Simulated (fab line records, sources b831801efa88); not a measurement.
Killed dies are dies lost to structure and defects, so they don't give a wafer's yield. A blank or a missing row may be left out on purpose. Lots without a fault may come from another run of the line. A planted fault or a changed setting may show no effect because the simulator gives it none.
Which tool did it? | flow sfq_line | 14 lots, 41 wafers sampled, at 4 steps of a route of 325

WHAT THE GAUGES READ, wafer by wafer
The record holds no reading of a measuring or inspecting step that can be judged against a usual standard deviation.

WHICH TOOL RAN EACH LOT (tool, then ch and the chambers of the sampled wafers, then the start)
lot  | SFQ_TRILAYER_I2_DEP_PECVD_063   | SFQ_TRILAYER_I2_VIA_STRIP_STRIP_071 | SFQ_TRILAYER_M3_ETCH_METAL_ETCH_078 | SFQ_TRILAYER_I3_METRO_MEASURE_083
L215 | pecvd-04 ch 0,1, day 28 21:23   | rie_metal-03 ch 0,1, day 29 07:13   | rie_metal-03 ch 0,1, day 35 20:46   | film_metro-02, day 36 12:43
L216 | pecvd-02 ch 0,1,2, day 30 22:42 | rie_metal-03 ch 0,1, day 31 12:26   | rie_metal-02 ch 0,1, day 36 22:37   | film_metro-01, day 37 18:00
L217 | pecvd-02 ch 0,2, day 31 06:01   | rie_metal-01 ch 0, day 31 18:26     | rie_metal-03 ch 0,1, day 36 23:49   | film_metro-04, day 37 18:55
L218 | pecvd-04 ch 1,2, day 31 22:49   | rie_metal-03 ch 0,1, day 32 06:38   | rie_metal-02 ch 0,1, day 37 01:03   | film_metro-04, day 37 22:07
L219 | pecvd-02 ch 1,2, day 32 06:01   | rie_metal-01 ch 0,1, day 38 12:07   | rie_metal-02 ch 0,1, day 38 15:40   | film_metro-04, day 39 21:43
L220 | pecvd-03 ch 0,2, day 32 13:21   | rie_metal-01 ch 0,1, day 38 15:43   | rie_metal-02 ch 0,1, day 38 19:08   | film_metro-04, day 40 03:43
L226 | pecvd-04 ch 0,2, day 34 22:52   | rie_metal-03 ch 0,1, day 41 02:02   | rie_metal-02 ch 0,1, day 41 05:28   | film_metro-04, day 41 21:43
L229 | pecvd-02 ch 0,2, day 36 07:16   | rie_metal-01 ch 0,1, day 42 09:22   | rie_metal-02 ch 0, day 42 12:44     | film_metro-01, day 42 17:52
L233 | pecvd-03 ch 0,1,2, day 38 06:52 | rie_metal-01 ch 0,1, day 45 02:02   | rie_metal-04 ch 0,1, day 50 21:08   | film_metro-04, day 51 03:14
L234 | pecvd-02 ch 0,1, day 39 18:26   | rie_metal-03 ch 0,1, day 46 03:10   | rie_metal-02 ch 0,1, day 51 23:34   | film_metro-01, day 52 05:26
L235 | pecvd-02 ch 0,1, day 39 20:50   | rie_metal-03 ch 1, day 46 07:58     | rie_metal-03 ch 0,1, day 52 03:10   | film_metro-04, day 52 07:16
L236 | pecvd-03 ch 0,2, day 39 22:02   | rie_metal-04 ch 0, day 46 11:58     | rie_metal-02 ch 0,1, day 52 06:49   | film_metro-02, day 52 11:16
L237 | pecvd-04 ch 1,2, day 39 23:27   | rie_metal-01 ch 0,1, day 46 13:58   | rie_metal-02 ch 0,1, day 52 09:10   | film_metro-02, day 52 14:04
L238 | pecvd-04 ch 1,2, day 40 01:38   | rie_metal-04 ch 0, day 46 15:10     | rie_metal-04 ch 0,1, day 52 11:34   | film_metro-01, day 52 16:52
- SFQ_TRILAYER_I2_DEP_PECVD_063: deposits SiO2 from SiH4/N2O, time 111.11 s, target thk 500 nm.
- SFQ_TRILAYER_I2_VIA_STRIP_STRIP_071: strips in O2.
- SFQ_TRILAYER_M3_ETCH_METAL_ETCH_078: etches Nb in Cl2/Ar, stops on SiO2, target depth 240 nm, time 120 s.
- SFQ_TRILAYER_I3_METRO_MEASURE_083

WHAT THE TOOLS THEMSELVES READ (means of the sampled wafers that have a number; where no wafer has one, the mark that the record gives instead)
SFQ_TRILAYER_I2_DEP_PECVD_063. Usual: heater_power_w 88 W, standard deviation 14; susceptor_temp_C 150.00 C, standard deviation 0.14; throttle_valve_pct 24.6 %, standard deviation 1.2.
lot  | tool     | heater_power_w (W) | susceptor_temp_C (C) | throttle_valve_pct (%) | flag
L215 | pecvd-04 | 95                 | 150.09               | 24.7                   |
L216 | pecvd-02 | 79                 | 150.02               | 24.6                   |
L217 | pecvd-02 | 73                 | 149.93               | 25.6                   |
L218 | pecvd-04 | 104                | 150.11               | 24.3                   |
L219 | pecvd-02 | 77                 | 149.92               | 24.6                   |
L220 | pecvd-03 | 84                 | 149.86               | 23.1                   |
L226 | pecvd-04 | 105                | 149.98               | 25.1                   |
L229 | pecvd-02 | 80                 | 150.01               | 25.6                   |
L233 | pecvd-03 | 84                 | 150.03               | 24.4                   |
L234 | pecvd-02 | 81                 | 150.10               | 24.6                   |
L235 | pecvd-02 | 78                 | 149.96               | 23.6                   |
L236 | pecvd-03 | 89                 | 150.04               | 23.2                   |
L237 | pecvd-04 | 99                 | 149.89               | 24.6                   |
L238 | pecvd-04 | 102                | 149.91               | 24.6                   |

SFQ_TRILAYER_I2_VIA_STRIP_STRIP_071. Usual: drypump_motor_current_A 5.5 A, standard deviation 0.36; oes_product_au 0.993 a.u., standard deviation 0.014.
lot  | tool         | drypump_motor_current_A (A) | oes_product_au (a.u.) | flag
L215 | rie_metal-03 | 5.2                         | 1.014                 |
L216 | rie_metal-03 | 5.5                         | 0.990                 |
L217 | rie_metal-01 | 5.3                         | 0.983                 |
L218 | rie_metal-03 | 5.5                         | 0.999                 |
L219 | rie_metal-01 | 5.6                         | 0.981                 |
L220 | rie_metal-01 | 5.6                         | 0.981                 |
L226 | rie_metal-03 | 5.3                         | 0.989                 |
L229 | rie_metal-01 | 5.8                         | 0.997                 |
L233 | rie_metal-01 | 5.8                         | 0.983                 |
L234 | rie_metal-03 | 5.5                         | 0.987                 |
L235 | rie_metal-03 | 5.7                         | 0.982                 |
L236 | rie_metal-04 | 5.5                         | 1.003                 |
L237 | rie_metal-01 | 5.8                         | 0.991                 |
L238 | rie_metal-04 | 5.5                         | 1.004                 |

SFQ_TRILAYER_M3_ETCH_METAL_ETCH_078. Usual: drypump_motor_current_A 5.58 A, standard deviation 0.29; oes_product_au 0.895 a.u., standard deviation 0.0078; run_length_s 148.5 s, standard deviation 0.42.
lot  | tool         | drypump_motor_current_A (A) | oes_product_au (a.u.) | run_length_s (s) | flag
L215 | rie_metal-03 | 5.24                        | 0.887                 | 148.5            |
L216 | rie_metal-02 | 5.81                        | 0.897                 | 148.4            |
L217 | rie_metal-03 | 5.24                        | 0.902                 | 148.6            |
L218 | rie_metal-02 | 5.73                        | 0.898                 | 148.7            |
L219 | rie_metal-02 | 5.71                        | 0.901                 | 148.6            |
L220 | rie_metal-02 | 5.81                        | 0.896                 | 148.6            |
L226 | rie_metal-02 | 5.76                        | 0.946                 | 134.2            | OFF
L229 | rie_metal-02 | 5.63                        | 0.931                 | 139.0            | OFF
L233 | rie_metal-04 | 5.32                        | 0.899                 | 148.0            |
L234 | rie_metal-02 | 5.82                        | 0.892                 | 148.5            |
L235 | rie_metal-03 | 5.22                        | 0.899                 | 148.6            |
L236 | rie_metal-02 | 5.73                        | 0.894                 | 148.9            |
L237 | rie_metal-02 | 5.73                        | 0.897                 | 148.8            |
L238 | rie_metal-04 | 5.28                        | 0.908                 | 147.9            |

SFQ_TRILAYER_I3_METRO_MEASURE_083. Usual: thk_nm 200.2 nm, standard deviation 1.1.
lot  | tool          | thk_nm (nm) | flag
L215 | film_metro-02 | 198.5       |
L216 | film_metro-01 | 199.0       |
L217 | film_metro-04 | 200.4       |
L218 | film_metro-04 | 201.0       |
L219 | film_metro-04 | 200.0       |
L220 | film_metro-04 | 199.1       |
L226 | film_metro-04 | 199.6       |
L229 | film_metro-01 | 200.6       |
L233 | film_metro-04 | 199.1       |
L234 | film_metro-01 | 200.8       |
L235 | film_metro-04 | 200.7       |
L236 | film_metro-02 | 199.7       |
L237 | film_metro-02 | 199.7       |
L238 | film_metro-01 | 200.8       |

THE ANSWER, worked out from the rows above alone
Rule: a lot is off if the mean of its wafers that have a number lies more than 3 standard deviations from the usual mean. A lot without any number at a reading at which 4 lots or more have one is off too. The other lots that the step has rows for count as sound. The gauges are gone through in route order, then the tools' own readings, and for those a lot's mean is taken as printed above. The first step at which some lot is off is used, and at that step the reading that is off furthest; a lot without a number counts as furthest.
Off: L226, L229, at SFQ_TRILAYER_M3_ETCH_METAL_ETCH_078 (run_length_s).
A tool fits if, at that step or a process step before it, it ran every lot that is off, and no sound lot after the first of them. None of those tried fits.

WHAT THE SIMULATOR HAD PUT IN
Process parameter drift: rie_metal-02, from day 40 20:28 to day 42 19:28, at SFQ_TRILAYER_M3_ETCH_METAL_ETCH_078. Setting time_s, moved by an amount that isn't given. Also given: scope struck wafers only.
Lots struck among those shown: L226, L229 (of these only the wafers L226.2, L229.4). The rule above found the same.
